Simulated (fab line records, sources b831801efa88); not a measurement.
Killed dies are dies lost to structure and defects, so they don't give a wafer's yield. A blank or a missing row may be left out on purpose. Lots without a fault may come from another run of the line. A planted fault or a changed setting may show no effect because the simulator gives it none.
A struck lot beside a sound one | flow sky130 | 30 steps out of a route of 708
Sound: wafers L526.1, L526.3, L526.4. Struck: wafers L542.1, L542.2, L542.4. The cause comes at the end.
At each step with rows: each side's tool, then ch and its chambers, then its first start. Under that, the readings that differ: sound wafers | struck wafers | difference of the means | sigmas: that difference in standard deviations of wafers without a fault.
alike: readings whose means differ by less than 2 such deviations, and words and numbers that are the same on both sides. not compared: withheld readings, readings that some wafer has no value for, bounds like >300 that may hide the same value, and numbers for which the record gives no deviation and whose values overlap.
The two part at a step that has a row with sigmas, a row that says differs or no value, or rows on one side only. Numbers that don't overlap but have no deviation are shown without sigmas and don't part them. A reading that every wafer of one side lacks parts them only if that side has two wafers or more.

SKY_PWDE_STRIP_09: strips in O2/N2.
  sound on plasma_asher-02 ch 0,1, day 4 15:55; struck on plasma_asher-02 ch 0,1, day 8 12:16
  reading                      | sound             | struck            | difference | sigmas
  strip_time_to_endpoint_s (s) | 36.83 36.80 36.81 | 37.00 37.07 36.98 | +0.20      | +2
  alike: drypump_motor_current_A, o2_flow_sccm, oes_product_au
  not compared: rf_hours_counter_h
SKY_PWDE_TW_MEAS_10:
  sound on film_metro-01, day 4 16:01; struck on film_metro-01, day 8 12:22
  alike: PWDE_TW
then, 7 steps without rows for these wafers: SKY_NWELL_DEHYDRATE_03 (time 60 s); SKY_NWELL_HMDS_04 (prime time 60 s); SKY_NWELL_COAT_05 (resist thk 3000 nm); SKY_NWELL_SOFTBAKE_06; SKY_NWELL_EXPOSE_07 (exposes mask NWM, target cd 840 nm); SKY_NWELL_PEB_08; SKY_NWELL_DEVELOP_09 (develop time 60 s).
SKY_NWELL_OVL_MEAS_10:
  sound on overlay-02, day 5 09:21; struck on overlay-02, day 9 09:13
  alike: NWELL_00_OVL
then, 2 steps without rows for these wafers: SKY_NWELL_IMPLANT_11; SKY_NWELL_IMPLANT_12.
SKY_NWELL_IMPLANT_13:
  sound on implanter-02 ch 0, day 5 09:41; struck on implanter-03 ch 0, day 9 09:52
SKY_NWELL_STRIP_14: strips in O2/N2.
  sound on plasma_asher-04 ch 0,1, day 5 09:50; struck on plasma_asher-03 ch 0,1, day 9 10:01
  alike: drypump_motor_current_A, o2_flow_sccm, oes_product_au, strip_time_to_endpoint_s
  not compared: rf_hours_counter_h
SKY_NWELL_TW_MEAS_15:
  sound on film_metro-03, day 5 09:56; struck on film_metro-02, day 9 10:07
  alike: NWELL_TW
then, 7 steps without rows for these wafers: SKY_NWELL_DEHYDRATE_16 (time 60 s); SKY_NWELL_HMDS_17 (prime time 60 s); SKY_NWELL_COAT_18 (resist thk 3000 nm); SKY_NWELL_SOFTBAKE_19; SKY_NWELL_EXPOSE_20 (exposes mask NWM COMPLEMENT, target cd 840 nm); SKY_NWELL_PEB_21; SKY_NWELL_DEVELOP_22 (develop time 60 s).
SKY_NWELL_OVL_MEAS_23:
  sound on overlay-01, day 6 03:51; struck on overlay-01, day 10 07:33
  alike: NWELL_01_OVL
then, 1 step without rows for these wafers: SKY_NWELL_IMPLANT_24.
SKY_NWELL_STRIP_25: strips in O2/N2.
  sound on plasma_asher-01 ch 0,1, day 6 04:02; struck on plasma_asher-01 ch 0,1, day 10 07:44
  alike: drypump_motor_current_A, o2_flow_sccm, oes_product_au, strip_time_to_endpoint_s
  not compared: rf_hours_counter_h
SKY_NWELL_TW_MEAS_26:
  sound on film_metro-03, day 6 04:08; struck on film_metro-02, day 10 07:50
  reading    | sound             | struck            | difference | sigmas
  NWELL_2_TW | 496.8 496.6 497.1 | 490.0 489.1 491.3 | -6.7       | -3
then, 1 step without rows for these wafers: SKY_NWELL_CLEAN_27 (cleans in SC1/SC2, time 150 s).
SKY_NWELL_RTA_28: time 30 s.
  sound on rtp_anneal-01 ch 0, day 6 04:14; struck on rtp_anneal-02 ch 0, day 10 07:57
  alike: anneal_temp_c_max, chamber_o2_ppm, lamp_power_pct, ramp_up_c_per_s, wafer_temp_C_max
SKY_NWELL_RS_MEAS_29: measures by four-point-probe.
  sound on film_metro-02, day 6 04:20; struck on film_metro-01, day 10 08:03
  reading           | sound             | struck            | difference | sigmas
  NWELL_RS (ohm/sq) | 623.6 622.4 622.5 | 606.9 605.0 606.6 | -16.7      | -10
-- the record jumps here: 40 days lie between the struck wafers' starts before and after (it left off in module NWELL and takes up again in module PAD_OPEN, whose first step shown is number 708 of the route) --
SKY_PAD_OPEN_PROBE_99:
  sound on prober-02, day 46 22:46; struck on prober-01, day 50 13:02
  reading                                | sound              | struck                       | difference | sigmas
  model.etest.nfet_16v.r_on_ohm_um       | 1.406e+04 1.41e+04 | 1.31e+04 1.326e+04 1.322e+04 | -8.87e+02  |
  model.etest.pfet_g5v0d10v5.r_on_ohm_um | 4902 4919          | 5050 5064 5139               | +174       |
  model.etest.tip_p.rs_ohm_sq            | 6949 6921          | 7112 7063 7074               | +148       |
  model.etest.tip_p_5v.rs_ohm_sq         | 2904 2909          | 2990 2977 3007               | +85        |
  model.etest.pfet_g5v0d10v5.drive_ua_um | 325.2 326.9        | 315.4 314.8 312.6            | -11.8      |
  model.etest.pfet_01v8_lvt.drive_ua_um  | 166.8 170.4        | 154.2 153.7 152.6            | -15.1      |
  not compared: model.etest.pfet_16v.r_on_ohm_um, model.etest.pfet_01v8.r_on_ohm_um

WHERE THEY PART
First at SKY_PWDE_STRIP_09; last, within this record, at SKY_NWELL_RS_MEAS_29.

WHY: what the simulator had put in
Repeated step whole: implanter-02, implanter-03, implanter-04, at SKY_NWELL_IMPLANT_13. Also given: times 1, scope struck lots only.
